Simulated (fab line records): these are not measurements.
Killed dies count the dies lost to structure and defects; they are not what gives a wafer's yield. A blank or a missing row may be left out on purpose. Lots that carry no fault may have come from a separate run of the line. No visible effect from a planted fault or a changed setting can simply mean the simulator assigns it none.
Which tool was responsible?    flow gf180mcu    42 wafers from 15 lots sampled at 4 of the route's 602 steps

== WHAT EACH GAUGE READ, for each wafer ==
GF_STI_THK_MEAS_22.
lot   measured     on             STI_OXIDATION_01_THK (nm)
L807  day 2 08:29  film_metro-01  14.63 14.60 14.89
L808  day 2 14:39  film_metro-03  15.37 15.22 15.46
L810  day 3 00:26  film_metro-03  14.60 14.74 14.87
L812  day 3 10:28  film_metro-03  14.60 14.80
L814  day 3 22:37  film_metro-03  14.87 14.94
L815  day 4 02:41  film_metro-01  14.29 14.81
L821  day 5 09:36  film_metro-03  14.83 14.95 14.99
L822  day 5 14:02  film_metro-04  15.27 15.02 15.25
L823  day 5 18:51  film_metro-01  15.14 15.13 15.16
L824  day 6 01:17  film_metro-01  14.92 14.83 14.98
L825  day 6 05:53  film_metro-04  14.94 14.77 15.02
L826  day 6 11:08  film_metro-03  15.01 15.25 15.21
L827  day 6 17:26  film_metro-01  15.35 15.39 15.14
L828  day 6 22:20  film_metro-03  15.24 15.26 15.20
L829  day 7 02:08  film_metro-01  14.66 14.75 14.72

GF_NWELL_OVL_MEAS_07.
lot   measured     on          NWELL_OVL (nm)
L807  day 3 14:25  overlay-02  0.8 0.8 1.3
L808  day 3 19:55  overlay-02  0.1 0.2 0.5
L810  day 4 06:08  overlay-02  -1.6 -1.5 -3.1
L812  day 4 17:21  overlay-02  -2.0 0.2
L814  day 5 06:29  overlay-02  0.9 1.3
L815  day 5 10:38  overlay-02  0.2 -1.6
L821  day 6 19:23  overlay-02  0.4 -2.8 -1.6
L822  day 7 00:37  overlay-01  0.6 0.2 -0.6
L823  day 7 06:31  overlay-01  1.2 1.1 1.0
L824  day 7 11:31  overlay-01  3.0 1.6 1.2
L825  day 7 16:44  overlay-01  -1.8 -0.8 -1.0
L826  day 7 22:35  overlay-01  0.5 -0.6 -1.8
L827  day 8 05:17  overlay-02  -0.5 0.1 0.9
L828  day 8 10:41  overlay-02  0.1 -0.4 -0.1
L829  day 8 14:59  overlay-01  3.9 3.3 4.4

GF_VT_IMPLANT_OVL_MEAS_07.
lot   measured      on          VT_IMPLANT_OVL (nm)
L807  day 6 01:43   overlay-02  3.6 0.7 3.8
L808  day 6 07:13   overlay-02  -0.8 0.5 0.4
L810  day 6 19:02   overlay-01  0.7 1.1 1.2
L812  day 7 08:51   overlay-01  2.6 0.8
L814  day 8 00:23   overlay-01  0.6 0.2
L815  day 8 02:56   overlay-02  0.4 0.8
L821  day 9 16:32   overlay-02  0.1 -0.6 1.5
L822  day 9 21:59   overlay-01  1.1 0.6 2.0
L823  day 10 03:44  overlay-01  1.3 0.0 2.7
L824  day 10 10:25  overlay-01  1.6 1.5 2.0
L825  day 10 16:56  overlay-02  0.5 1.8 -0.7
L826  day 10 23:14  overlay-01  3.3 3.2 3.5
L827  day 11 05:53  overlay-01  3.3 1.7 2.5
L828  day 11 11:32  overlay-02  0.0 -0.4 -0.1
L829  day 11 17:47  overlay-01  1.4 2.1 -0.3

== EACH LOT AND THE TOOL THAT RAN IT (in order: tool; ch and the chambers of the sampled wafers; start) ==
lot   GF_MVPSD_DEHYDRATE_00
L807  litho_track-02 ch 0, day 5 02:32
L808  litho_track-02 ch 0, day 5 07:23
L810  litho_track-03 ch 0, day 5 19:05
L812  litho_track-02 ch 0, day 6 07:59
L814  litho_track-02 ch 0, day 6 21:46
L815  litho_track-02 ch 0, day 7 01:22
L821  litho_track-04 ch 0, day 8 13:18
L822  litho_track-03 ch 0, day 8 18:56
L823  litho_track-03 ch 0, day 9 00:26
L824  litho_track-02 ch 0, day 9 06:31
L825  litho_track-03 ch 0, day 9 12:08
L826  litho_track-02 ch 0, day 9 18:25
L827  litho_track-04 ch 0, day 10 01:09
L828  litho_track-04 ch 0, day 10 06:24
L829  litho_track-04 ch 0, day 10 12:30
- GF_MVPSD_DEHYDRATE_00: time 60 s.

== AS READ BY THE TOOLS THEMSELVES (means over the sampled wafers that have a number; for cases with no such wafer, the mark the record gives instead) ==
GF_MVPSD_DEHYDRATE_00.
lot   tool            run_length_s (s)
L807  litho_track-02  88.92
L808  litho_track-02  89.00
L810  litho_track-03  89.11
L812  litho_track-02  94.34
L814  litho_track-02  99.82
L815  litho_track-02  99.81
L821  litho_track-04  89.16
L822  litho_track-03  89.01
L823  litho_track-03  89.04
L824  litho_track-02  89.09
L825  litho_track-03  89.00
L826  litho_track-02  88.98
L827  litho_track-04  89.27
L828  litho_track-04  89.14
L829  litho_track-04  89.09

== THE ANSWER, worked out from the rows above alone ==
Rule: usual is defined by the lots themselves. The widest of any qualifying gaps counts: lots, ordered by their means at a reading, are off when they make up no more than a third of the lots, leave a main group of 4 or more, and stand apart from it by 3 or more times the standard deviation of that group's means. If all means in a main group match to the digits the tables above print for the reading, that group is not used. Also off: a lot with no number at a reading for which 4 or more lots have one. Where the step has rows for the other lots, those lots are counted as sound. Order of review: gauges by route order, followed by the tools' own readings, for which a lot's mean as printed above is used. At the first step where some lot is off, the reading lying furthest off is the one used; lots without a number count as furthest.
Off: L812, L814, L815, at GF_MVPSD_DEHYDRATE_00 (run_length_s). Mean 89.07 s and standard deviation 0.091 in the main group.
A tool fits if, at that step or a process step before it, it ran every lot that is off, and no sound lot after the first of them. None of those tried fits.

== WHAT WAS PUT IN BY THE SIMULATOR ==
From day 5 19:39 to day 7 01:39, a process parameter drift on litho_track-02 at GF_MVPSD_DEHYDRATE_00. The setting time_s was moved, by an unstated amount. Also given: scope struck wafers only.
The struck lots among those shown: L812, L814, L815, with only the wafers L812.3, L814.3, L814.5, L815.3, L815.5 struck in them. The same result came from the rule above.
